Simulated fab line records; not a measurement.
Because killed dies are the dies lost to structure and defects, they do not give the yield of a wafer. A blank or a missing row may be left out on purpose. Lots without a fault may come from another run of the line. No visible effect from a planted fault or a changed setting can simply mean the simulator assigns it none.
Lot-split experiment + flow gf180mcu + on a route of 602 steps: 5 lots, 23 wafers read

## ON THE SPLIT
At GF_HV_LDD_IMPLANT_35, the setting dose-cm2 was moved away from the recipe's 7.5e+12 on 5 of the 23 wafers read, by -17.4% to +16.1%. All remaining wafers had this setting at the recipe value.

## FROM THE SPLIT TO THE READING: what the file shows between them, 9 steps
- GF_HV_LDD_IMPLANT_36
- GF_HV_LDD_STRIP_37: strips in O2/N2
- GF_HV_LDD_COAT_41: resist thk 1000 nm (also split here: spin-rpm)
- GF_HV_LDD_SOFTBAKE_42: time 60 s
- GF_HV_LDD_EXPOSE_43: exposes mask Pplus HV AREA, target cd 400 nm
- GF_HV_LDD_IMPLANT_48
- GF_HV_LDD_STRIP_49: strips in O2/N2
- GF_HV_LDD_CLEAN_51: cleans in SC1/SC2, time 150 s
- GF_HV_LDD_RTA_52: time 10 s

## THE READING
At GF_HV_LDD_RS_MEAS_53, a four-point-probe measurement gives HV_LDD_RS in ohm/sq. A value of 427.0 ohm/sq with a standard deviation of 0.89 ohm/sq is what fault-free wafers of this fab line usually give.

| wafer  | tool, chamber at the split | dose-cm2 as run | against the recipe | HV_LDD_RS, ohm/sq | against lot-mates on the recipe |
|--------|----------------------------|-----------------|--------------------|-------------------|---------------------------------|
| L074.2 | implanter-02, 0            | 7.5e+12         | recipe             | 428.7             | -                               |
| L074.3 | implanter-02, 0            | 8.708e+12       | +16.1%             | 425.0             | -3.3                            |
| L074.4 | implanter-02, 0            | 7.5e+12         | recipe             | 428.6             | -                               |
| L074.5 | implanter-02, 0            | 8.708e+12       | +16.1%             | 424.8             | -3.5                            |
| L074.6 | implanter-02, 0            | 7.5e+12         | recipe             | 427.7             | -                               |
| L078.1 | implanter-02, 0            | 6.195e+12       | -17.4%             | 431.8             | +3.9                            |
| L078.2 | implanter-02, 0            | 6.195e+12       | -17.4%             | 431.8             | +3.9                            |
| L078.4 | implanter-02, 0            | 7.5e+12         | recipe             | 427.8             | -                               |
| L078.5 | implanter-02, 0            | 6.195e+12       | -17.4%             | 431.4             | +3.5                            |
| L078.6 | implanter-02, 0            | 7.5e+12         | recipe             | 428.0             | -                               |
| L082.2 | implanter-01, 0            | 7.5e+12         | recipe             | 426.8             | -                               |
| L082.3 | implanter-01, 0            | 7.5e+12         | recipe             | 426.1             | -                               |
| L082.4 | implanter-01, 0            | 7.5e+12         | recipe             | 426.6             | -                               |
| L084.1 | implanter-01, 0            | 7.5e+12         | recipe             | 425.8             | -                               |
| L084.2 | implanter-01, 0            | 7.5e+12         | recipe             | 425.8             | -                               |
| L084.3 | implanter-01, 0            | 7.5e+12         | recipe             | 426.5             | -                               |
| L084.4 | implanter-01, 0            | 7.5e+12         | recipe             | 426.2             | -                               |
| L084.6 | implanter-01, 0            | 7.5e+12         | recipe             | 426.1             | -                               |
| L085.1 | implanter-03, 0            | 7.5e+12         | recipe             | 427.9             | -                               |
| L085.3 | implanter-03, 0            | 7.5e+12         | recipe             | 426.6             | -                               |
| L085.4 | implanter-03, 0            | 7.5e+12         | recipe             | 427.1             | -                               |
| L085.5 | implanter-03, 0            | 7.5e+12         | recipe             | 427.0             | -                               |
| L085.6 | implanter-03, 0            | 7.5e+12         | recipe             | 427.4             | -                               |

FIT RESULTS
A straight line over all 23 wafers: HV_LDD_RS changes by -0.214 ohm/sq for each +1% of dose-cm2; r = -0.88; the points scatter about the line by 0.95 ohm/sq.
The same after taking each lot's own level away (the mean of its wafers on the recipe; 23 wafers): -0.215 ohm/sq for each +1%; r = -0.98; scatter 0.33 ohm/sq.
Per that fit: largest dose-cm2 move, reading shift of 3.7 ohm/sq.
From 426.08 to 428.33 ohm/sq: that is the span of the lots' own levels, equal to 2.5 times the standard deviation above.
The two slopes are in agreement: the lot-to-lot level therefore moves the slope only a little.
Check: +3.7 ohm/sq against its lot-mates is what the line predicts for one of the wafers moved furthest among these (-17.4%) when that wafer is left out of the fit. It came out at +3.9 ohm/sq against them.

## OTHER SPLITS APPLIED TO THESE WAFERS
Before the reading, these wafers also passed through other splits. Each is held against what the fit with the lots' levels taken away leaves over:
| other split on the same wafers  | wafers away from the commonest value | r with HV_LDD_RS (lot level and that fit taken away) |
|---------------------------------|--------------------------------------|------------------------------------------------------|
| GF_HV_LDD_COAT_26 resist-thk-nm | 10                                   | -0.03                                                |
| GF_HV_LDD_COAT_41 spin-rpm      | 7                                    | -0.12                                                |

## FILE'S OWN FIT
HV_LDD_RS changes by -0.214 ohm/sq for each +1% of dose-cm2, r = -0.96.
